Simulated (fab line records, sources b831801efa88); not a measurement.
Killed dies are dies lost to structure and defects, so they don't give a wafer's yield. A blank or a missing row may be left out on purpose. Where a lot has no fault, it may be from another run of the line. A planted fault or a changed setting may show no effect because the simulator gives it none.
fab line records ; flow sky130
record: lots: 6; wafers: 18; last-day: 50
route steps=708 shown POLY_GATE@236 LDD_N@237 PAD_OPEN@708
lots untouched by any fault: they come from a run of this same line in which no faults occurred
start-h: start of the lot's first displayed wafer, in hours after the record's first day ; wait-h: hours elapsed since this lot's preceding step ; " repeats the value in the row above ; L1.1+2: one row covering several wafers at once ; - no value, or no start given ; * or withheld: withheld ; < > ~ a bound
route shown NAME@n: a module of which the file shows steps, and the number in the route of the first ; usual: mean/standard deviation of fault-free wafers ; same: alike in all rows ; chamber/n: place in a boat ; sites: each site's reading ; _std_site: standard deviation of those values ; _edge_site: mean of outer sites minus mean of inner sites ; radius-mm: how far each site lies from the wafer's centre ; mask NAME#n: copy n ; behind: the last tool/chamber to shape the wafer ; hold: why the lot went on hold/how many hours it stayed there/how the hold came to an end ; device: the transistor (n, p or np) that didn't switch ; end of line: the same wafers' tests at the end of the route ; a step given without rows: its recipe and nothing more ; killed: dies that structure and defects cost at the first sort, which is not the same as the wafer's yield ; map: a wafer's dies, x killed, . not, _ none there
set.NAME: the run value of the setting; set.NAME@STEP: its run value at that earlier step ; model.NAME: the simulator's own value behind a step, which no gauge read
lots at selected steps of the route; one table per step, one row per wafer
services: a tool's chamber out of use, with start hour (start-h, from the record's first day; less than 0 if before it), hours out, and reason
== steps ==
step: SKY_POLY_GATE_CD_MEAS_22
usual: cd-nm: 149.6/2
lot.wafer;tool;chamber;start-h;wait-h;cd-nm
L212.2;cd-sem-01;-;380.67;0.1;154.6
L212.4;cd-sem-01;-;380.67;0.1;152.6
L212.6;cd-sem-01;-;380.67;0.1;152.6
L217.1;cd-sem-01;-;418.66;0.1;149.5
L217.3;cd-sem-01;-;418.66;0.1;151.6
L217.4;cd-sem-01;-;418.66;0.1;153.3
L221.1;cd-sem-02;-;453.45;0.1;147.8
L221.2;cd-sem-02;-;453.45;0.1;147.8
L221.3;cd-sem-02;-;453.45;0.1;146.8
L229.2;cd-sem-01;-;522.90;0.1;148.3
L229.3;cd-sem-01;-;522.90;0.1;148.9
L229.6;cd-sem-01;-;522.90;0.1;147.5
L231.2;cd-sem-01;-;540.79;0.1;147.8
L231.5;cd-sem-01;-;540.79;0.1;151.5
L231.6;cd-sem-01;-;540.79;0.1;149.4
L234.1;cd-sem-01;-;557.08;0.1;149.8
L234.2;cd-sem-01;-;557.08;0.1;146.6
L234.4;cd-sem-01;-;557.08;0.1;149.5
step: SKY_LDD_N_DEHYDRATE_00
recipe: temp-c: 200; time-s: 60
step: SKY_LDD_N_HMDS_01
recipe: prime-time-s: 60; prime-temp-c: 120
step: SKY_LDD_N_COAT_02
recipe: resist: NOVOLAK; spin-rpm: 3000; resist-thk-nm: 300
step: SKY_LDD_N_SOFTBAKE_03
recipe: temp-c: 90; time-s: 60; resist: NOVOLAK
step: SKY_LDD_N_EXPOSE_04
recipe: mask-id: NTM; target-cd-nm: 840; na: 0.6; source-shape: conventional; sigma-outer: 0.6; dose-mj: 110
step: SKY_LDD_N_PEB_05
recipe: temp-c: withheld; time-s: *; resist: NOVOLAK
step: SKY_LDD_N_DEVELOP_06
recipe: develop-time-s: 60; dev-temp-c: 23
step: SKY_LDD_N_OVL_MEAS_07
usual: LDD_N_OVL: -0.7/1.6
lot.wafer;tool;chamber;start-h;wait-h;LDD_N_OVL[nm]
L212.2;overlay-02;-;409.67;0.1;-1.0
L212.4;overlay-02;-;409.67;0.1;1.5
L212.6;overlay-02;-;409.67;0.1;-0.7
L217.1;overlay-02;-;449.95;0.1;-1.9
L217.3;overlay-02;-;449.95;0.1;-2.9
L217.4;overlay-02;-;449.95;0.1;-3.0
L221.1;overlay-01;-;483.60;0.1;0.8
L221.2;overlay-01;-;483.60;0.1;0.1
L221.3;overlay-01;-;483.60;0.1;0.0
L229.2;overlay-01;-;552.92;0.1;0.0
L229.3;overlay-01;-;552.92;0.1;-1.9
L229.6;overlay-01;-;552.92;0.1;-2.0
L231.2;overlay-01;-;570.27;0.1;1.8
L231.5;overlay-01;-;570.27;0.1;0.7
L231.6;overlay-01;-;570.27;0.1;-0.9
L234.1;overlay-01;-;586.12;0.1;0.2
L234.2;overlay-01;-;586.12;0.1;0.3
L234.4;overlay-01;-;586.12;0.1;1.7
step: SKY_LDD_N_IMPLANT_08
recipe: species: As; energy-kev: 20; dose-cm2: 7.5e+13; tilt-deg: withheld; rotation-deg: 23
step: SKY_LDD_N_IMPLANT_09
recipe: species: As; energy-kev: 20; dose-cm2: 7.5e+13; tilt-deg: withheld; rotation-deg: 113
step: SKY_LDD_N_IMPLANT_10
recipe: species: As; energy-kev: 20; dose-cm2: 7.5e+13; tilt-deg: withheld; rotation-deg: 203
step: SKY_LDD_N_IMPLANT_11
recipe: species: As; energy-kev: 20; dose-cm2: 7.5e+13; tilt-deg: withheld; rotation-deg: 293
usual: beam-on-s: 10.02/0.22; dose-ions-cm2: 7.498e+13/8.1e+10; faraday-current-uA: 421/9
lot.wafer;tool;chamber;start-h;wait-h;beam-on-s;dose-ions-cm2;faraday-current-uA
L212.2;implanter-01;0;410.18;0.1;10.04;7.517e+13;420
L212.4;implanter-01;0;410.18;0.1;9.86;7.514e+13;433
L212.6;implanter-01;0;410.18;0.1;10.11;7.524e+13;417
L217.1;implanter-02;0;450.43;0.1;10.05;7.497e+13;422
L217.3;implanter-02;0;450.43;0.1;10.31;7.495e+13;410
L217.4;implanter-02;0;450.43;0.1;10.03;7.5e+13;422
L221.1;implanter-01;0;484.08;0.1;9.87;7.506e+13;425
L221.2;implanter-01;0;484.08;0.1;10.04;7.505e+13;421
L221.3;implanter-01;0;484.08;0.1;10.29;7.506e+13;412
L229.2;implanter-02;0;553.43;0.1;9.75;7.507e+13;433
L229.3;implanter-02;0;553.43;0.1;10.01;7.491e+13;423
L229.6;implanter-02;0;553.43;0.1;10.23;7.506e+13;414
L231.2;implanter-02;0;570.78;0.1;12.25;1.2151e+14;563
L231.5;implanter-02;0;570.78;0.1;11.83;1.2167e+14;579
L231.6;implanter-02;0;570.78;0.1;12.26;1.2151e+14;558
L234.1;implanter-02;0;586.60;0.1;12.36;1.217e+14;555
L234.2;implanter-02;0;586.60;0.1;11.80;1.2163e+14;577
L234.4;implanter-02;0;586.60;0.1;12.10;1.2159e+14;566
step: SKY_LDD_N_IMPLANT_12
recipe: species: BF2; energy-kev: 50; dose-cm2: 5e+12; tilt-deg: 30; rotation-deg: 0
step: SKY_LDD_N_IMPLANT_13
recipe: species: BF2; energy-kev: 50; dose-cm2: 5e+12; tilt-deg: 30; rotation-deg: 90
step: SKY_LDD_N_IMPLANT_14
recipe: species: BF2; energy-kev: 50; dose-cm2: 5e+12; tilt-deg: 30; rotation-deg: 180
step: SKY_LDD_N_IMPLANT_15
recipe: species: BF2; energy-kev: 50; dose-cm2: 5e+12; tilt-deg: 30; rotation-deg: 270
step: SKY_LDD_N_STRIP_16
recipe: chemistry: O2/N2; power-w: 1400; pressure-mtorr: 1500; platen-temp-c: withheld; o2-flow-sccm: 3000; n2-flow-sccm: 300; overash-fraction: 0.5
usual: drypump-motor-current-A: 5.9/0.62; oes-product-au: 0.407/0.0047; strip-time-to-endpoint-s: 4.312/0.016
lot.wafer;tool;chamber;start-h;wait-h;drypump-motor-current-A;oes-product-au;rf-hours-counter-h;strip-time-to-endpoint-s
L212.2;plasma-asher-03;0;410.90;0.1;6.2;0.409;27;4.311
L212.4;plasma-asher-03;1;410.90;0.1;5.3;0.406;-;4.314
L212.6;plasma-asher-03;1;410.90;0.1;5.3;0.405;-;4.312
L217.1;plasma-asher-02;0;451.18;0.1;5.8;0.399;63;4.286
L217.3;plasma-asher-02;0;451.18;0.1;5.8;0.400;-;4.303
L217.4;plasma-asher-02;1;451.18;0.1;6.5;0.405;-;4.298
L221.1;plasma-asher-03;1;484.83;0.1;5.3;0.417;34;4.323
L221.2;plasma-asher-03;0;484.83;0.1;6.2;0.409;34;4.307
L221.3;plasma-asher-03;1;484.83;0.1;5.3;0.414;-;4.334
L229.2;plasma-asher-04;1;554.15;0.1;6.7;0.406;13;4.303
L229.3;plasma-asher-04;1;554.15;0.1;6.7;0.403;-;4.311
L229.6;plasma-asher-04;0;554.15;0.1;5.1;0.403;-;4.292
L231.2;plasma-asher-04;0;571.50;0.1;5.2;0.413;15;4.437
L231.5;plasma-asher-04;1;571.50;0.1;6.7;0.405;-;4.442
L231.6;plasma-asher-04;0;571.50;0.1;5.2;0.409;-;4.430
L234.1;plasma-asher-04;0;587.35;0.1;5.1;0.405;16;4.424
L234.2;plasma-asher-04;1;587.35;0.1;6.7;0.400;16;4.450
L234.4;plasma-asher-04;1;587.35;0.1;6.7;0.400;-;4.435
step: SKY_LDD_N_TW_MEAS_17
usual: LDD_N_TW: 2599/19
lot.wafer;tool;chamber;start-h;wait-h;hold;LDD_N_TW
L212.2;film-metro-02;-;411.01;0.1;-;2624
L212.4;film-metro-02;-;411.01;0.1;-;2602
L212.6;film-metro-02;-;411.01;0.1;-;2593
L217.1;film-metro-02;-;451.28;0.1;-;2614
L217.3;film-metro-02;-;451.28;0.1;-;2596
L217.4;film-metro-02;-;451.28;0.1;-;2602
L221.1;film-metro-02;-;484.93;0.1;-;2591
L221.2;film-metro-02;-;484.93;0.1;-;2592
L221.3;film-metro-02;-;484.93;0.1;-;2599
L229.2;film-metro-04;-;554.26;0.1;-;2601
L229.3;film-metro-04;-;554.26;0.1;-;2620
L229.6;film-metro-04;-;554.26;0.1;-;2613
L231.2;film-metro-04;-;571.61;0.1;await-dispo/0.2h/release;2669
L231.5;film-metro-04;-;571.61;0.1;await-dispo/0.2h/release;2664
L231.6;film-metro-04;-;571.61;0.1;await-dispo/0.2h/release;2676
L231.2;film-metro-04;-;571.84;0.2;-;2685
L231.5;film-metro-04;-;571.84;0.2;-;2689
L231.6;film-metro-04;-;571.84;0.2;-;2683
L234.1;film-metro-02;-;587.45;0.1;-;2660
L234.2;film-metro-02;-;587.45;0.1;-;2673
L234.4;film-metro-02;-;587.45;0.1;-;2654
step: SKY_PAD_OPEN_PROBE_99
usual: killed_at_M0_to_M3: 44/7.4; killed_at_M4_up: 3.1/1.8; killed-at-contacts: 24/5.6; killed-at-front-end: 15/4.9; killed-at-other: 0.4/0.59; killed-dies: 87/9.8; killed-open: 47/7.2; killed-short: 39/6.8
same: gross-dies: 492; killed-at-back-side: 0
lot.wafer;tool;chamber;start-h;wait-h;killed_at_M0_to_M3;killed_at_M4_up;killed-at-contacts;killed-at-front-end;killed-at-other;killed-dies;killed-open;killed-short;model.etest.tip-n.rs-ohm-sq
L212.2;prober-02;-;1078.50;0.1;43;7;31;27;0;108;64;44;441.2
L212.4;prober-02;-;1078.60;0.2;42;1;23;24;1;91;47;44;436.1
L212.6;prober-02;-;1078.70;0.2;42;2;20;10;0;74;48;26;431.8
L217.1;prober-02;-;1109.09;0.1;37;8;22;28;0;95;49;45;439
L217.3;prober-02;-;1109.19;0.2;55;2;22;22;1;102;45;55;438.5
L217.4;prober-02;-;1109.24;0.2;46;2;24;16;2;90;52;36;436.6
L221.1;prober-02;-;1129.74;0.1;45;5;20;17;0;87;41;46;444.5
L221.2;prober-02;-;1129.79;0.1;48;5;20;17;1;91;47;44;444.8
L221.3;prober-02;-;1129.84;0.2;62;3;15;20;0;100;56;44;444.8
L229.2;prober-02;-;1173.59;0.1;49;3;27;12;0;91;55;36;442.3
L229.3;prober-02;-;1173.64;0.2;41;2;28;15;0;86;45;41;442.7
L229.6;prober-02;-;1173.79;0.2;25;6;21;16;0;68;42;26;437.8
L231.2;prober-02;-;1184.55;0.1;46;6;32;19;0;103;52;51;404.6
L231.5;prober-02;-;1184.70;0.2;39;0;23;14;0;76;41;35;404.1
L231.6;prober-02;-;1184.75;0.2;42;4;25;12;0;83;42;41;402.1
L234.1;prober-01;-;1190.82;0.1;49;7;28;15;0;99;57;42;406.8
L234.2;prober-01;-;1190.87;0.1;40;1;24;16;1;82;46;36;407.1
L234.4;prober-01;-;1190.97;0.2;43;2;24;22;0;91;48;43;407.4
killed by level:class
L212.2 LI_CONTACT:geometric-particle:open=11 CONTACT:geometric-particle:open=10 FIELD_ISO:geometric-particle:open=9 VIA1:geometric-particle:open=8 VIA2:geometric-particle:open=6 CONTACT:geometric-particle:short=5 POLY_GATE:geometric-particle:short=5 POLY_GATE:geometric-particle:open=5
L212.4 LI_CONTACT:geometric-particle:open=11 VIA3:geometric-particle:open=8 FIELD_ISO:geometric-particle:short=7 POLY_GATE:geometric-particle:short=7 CONTACT:geometric-particle:open=7 VIA1:geometric-particle:short=6 METAL2:geometric-particle:short=6 VIA2:geometric-particle:open=5
L212.6 CONTACT:geometric-particle:open=12 VIA2:geometric-particle:open=11 VIA1:geometric-particle:open=9 METAL1:geometric-particle:short=5 LI_CONTACT:geometric-particle:open=4 VIA1:geometric-particle:short=4 VIA3:geometric-particle:open=4 FIELD_ISO:geometric-particle:open=3
L217.1 VIA1:geometric-particle:open=16 POLY_GATE:geometric-particle:short=9 CONTACT:geometric-particle:open=6 LI_CONTACT:geometric-particle:short=6 LI_CONTACT:geometric-particle:open=6 METAL4:geometric-particle:short=6 FIELD_ISO:geometric-particle:open=5 VIA2:geometric-particle:open=5
L217.3 METAL2:geometric-particle:short=10 VIA2:geometric-particle:open=10 VIA1:geometric-particle:short=9 CONTACT:geometric-particle:open=8 CONTACT:geometric-particle:short=6 VIA2:geometric-particle:short=5 FIELD_ISO:geometric-particle:short=5 METAL1:geometric-particle:short=5
L217.4 CONTACT:geometric-particle:open=12 VIA1:geometric-particle:open=10 VIA2:geometric-particle:open=9 VIA3:geometric-particle:open=8 METAL1:geometric-particle:short=7 FIELD_ISO:geometric-particle:short=4 LI_CONTACT:geometric-particle:short=4 LI_CONTACT:geometric-particle:open=4
L221.1 METAL2:geometric-particle:short=10 VIA1:geometric-particle:open=9 FIELD_ISO:geometric-particle:open=6 VIA3:geometric-particle:open=6 CONTACT:geometric-particle:open=5 LI_CONTACT:geometric-particle:open=5 LOCAL_INTERCONNECT:geometric-particle:short=5 METAL1:geometric-particle:short=5
L221.2 VIA1:geometric-particle:open=11 FIELD_ISO:geometric-particle:short=7 CONTACT:geometric-particle:open=7 VIA3:geometric-particle:open=7 CONTACT:geometric-particle:short=6 METAL2:geometric-particle:short=6 METAL1:geometric-particle:short=5 VIA2:geometric-particle:open=5
L221.3 VIA1:geometric-particle:open=16 METAL2:geometric-particle:short=11 FIELD_ISO:geometric-particle:open=10 VIA2:geometric-particle:open=8 FIELD_ISO:geometric-particle:short=7 METAL1:geometric-particle:short=6 VIA1:geometric-particle:short=6 LI_CONTACT:geometric-particle:open=5
L229.2 VIA3:geometric-particle:open=12 LI_CONTACT:geometric-particle:open=10 VIA1:geometric-particle:open=9 CONTACT:geometric-particle:open=8 VIA2:geometric-particle:open=6 FIELD_ISO:geometric-particle:short=5 VIA2:geometric-particle:short=5 LOCAL_INTERCONNECT:geometric-particle:short=4
L229.3 CONTACT:geometric-particle:open=12 VIA2:geometric-particle:open=10 VIA3:geometric-particle:open=7 METAL1:geometric-particle:short=6 LOCAL_INTERCONNECT:geometric-particle:short=5 CONTACT:geometric-particle:short=5 VIA1:geometric-particle:open=5 FIELD_ISO:geometric-particle:short=4
L229.6 CONTACT:geometric-particle:open=13 FIELD_ISO:geometric-particle:open=6 VIA1:geometric-particle:open=6 VIA3:geometric-particle:open=4 METAL4:geometric-particle:short=4 SPACER:geometric-particle:short=3 LOCAL_INTERCONNECT:geometric-particle:short=3 CONTACT:geometric-particle:short=3
L231.2 CONTACT:geometric-particle:open=11 VIA1:geometric-particle:open=9 VIA3:geometric-particle:open=9 METAL2:geometric-particle:short=8 LOCAL_INTERCONNECT:geometric-particle:short=7 FIELD_ISO:geometric-particle:open=6 CONTACT:geometric-particle:short=6 METAL4:geometric-particle:short=6
L231.5 CONTACT:geometric-particle:open=10 VIA1:geometric-particle:open=8 CONTACT:geometric-particle:short=6 METAL2:geometric-particle:short=6 VIA2:geometric-particle:open=6 FIELD_ISO:geometric-particle:short=5 POLY_GATE:geometric-particle:short=5 LI_CONTACT:geometric-particle:open=5
L231.6 METAL1:geometric-particle:short=11 VIA1:geometric-particle:open=11 LI_CONTACT:geometric-particle:open=8 CONTACT:geometric-particle:short=8 CONTACT:geometric-particle:open=6 VIA3:geometric-particle:open=5 FIELD_ISO:geometric-particle:open=4 METAL2:geometric-particle:short=4
L234.1 VIA1:geometric-particle:open=12 LI_CONTACT:geometric-particle:open=11 METAL1:geometric-particle:short=6 VIA3:geometric-particle:open=6 VIA2:geometric-particle:open=6 CONTACT:geometric-particle:open=5 FIELD_ISO:geometric-particle:short=4 LOCAL_INTERCONNECT:geometric-particle:short=4
L234.2 LI_CONTACT:geometric-particle:open=12 VIA2:geometric-particle:open=8 CONTACT:geometric-particle:open=6 METAL1:geometric-particle:short=5 SPACER:geometric-particle:short=5 VIA1:geometric-particle:open=5 VIA2:geometric-particle:short=5 POLY_GATE:geometric-particle:open=4
L234.4 VIA1:geometric-particle:open=13 VIA2:geometric-particle:open=8 FIELD_ISO:geometric-particle:short=7 CONTACT:geometric-particle:open=6 VIA1:geometric-particle:short=6 VIA3:geometric-particle:open=6 LI_CONTACT:geometric-particle:short=5 LI_CONTACT:geometric-particle:open=5
== services ==
tool;chamber;start-h;hours;kind
plasma-asher-03;-;387.93;0.8;repair
plasma-asher-04;-;393.71;28.1;pm
plasma-asher-04;-;421.81;9.0;pm
plasma-asher-04;0;421.81;9.0;vent-cycle
plasma-asher-04;1;421.81;9.0;vent-cycle
plasma-asher-04;0;430.81;-;clean
plasma-asher-04;1;430.81;-;clean
implanter-01;-;437.03;16.9;repair
plasma-asher-03;-;454.38;14.6;pm
plasma-asher-04;-;470.35;1.4;repair
implanter-02;-;473.52;0.9;repair
implanter-01;-;542.31;5.9;repair
plasma-asher-04;-;546.17;2.8;pm
plasma-asher-02;-;552.70;20.2;pm
plasma-asher-04;-;574.57;0.7;repair
== key ==
first-sign: step: SKY_LDD_N_IMPLANT_11; reading: dose-ions-cm2; direction: up; sigmas: 99+; usual: *; struck: *
effect: step: SKY_LDD_N_IMPLANT_11; reading: faraday-current-uA; direction: up; sigmas: 16; usual: 421; struck: 566
effect: step: SKY_LDD_N_STRIP_16; reading: strip-time-to-endpoint-s; direction: up; sigmas: 7.9; usual: *; struck: *
effect: step: SKY_LDD_N_TW_MEAS_17; reading: visit; direction: added
model-effect: step: SKY_PAD_OPEN_PROBE_99; value: etest.tip-n.rs-ohm-sq; without: 441.8; struck: 405.4
met-at SKY_LDD_N_IMPLANT_11
struck-wafers L231.2,L231.5,L231.6,L234.1,L234.2,L234.4
tester-left-out L231,L234
onset-between 553.43 570.78
fault: kind: process-parameter-drift; tool: implanter-02; chamber: -; onset-h: 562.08; steps: SKY_LDD_N_IMPLANT_11; channel: dose-cm2; offset: *; shape: step; end-h: 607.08; acts-in: *; stated: *
tester-left-out: of these lots the tester's yield and bins aren't shown, on N5 and GAA mostly nor the transistor test; their killed dies are dies lost to structure and defects alone, not to doping, threshold or leakage, so they don't give the yield
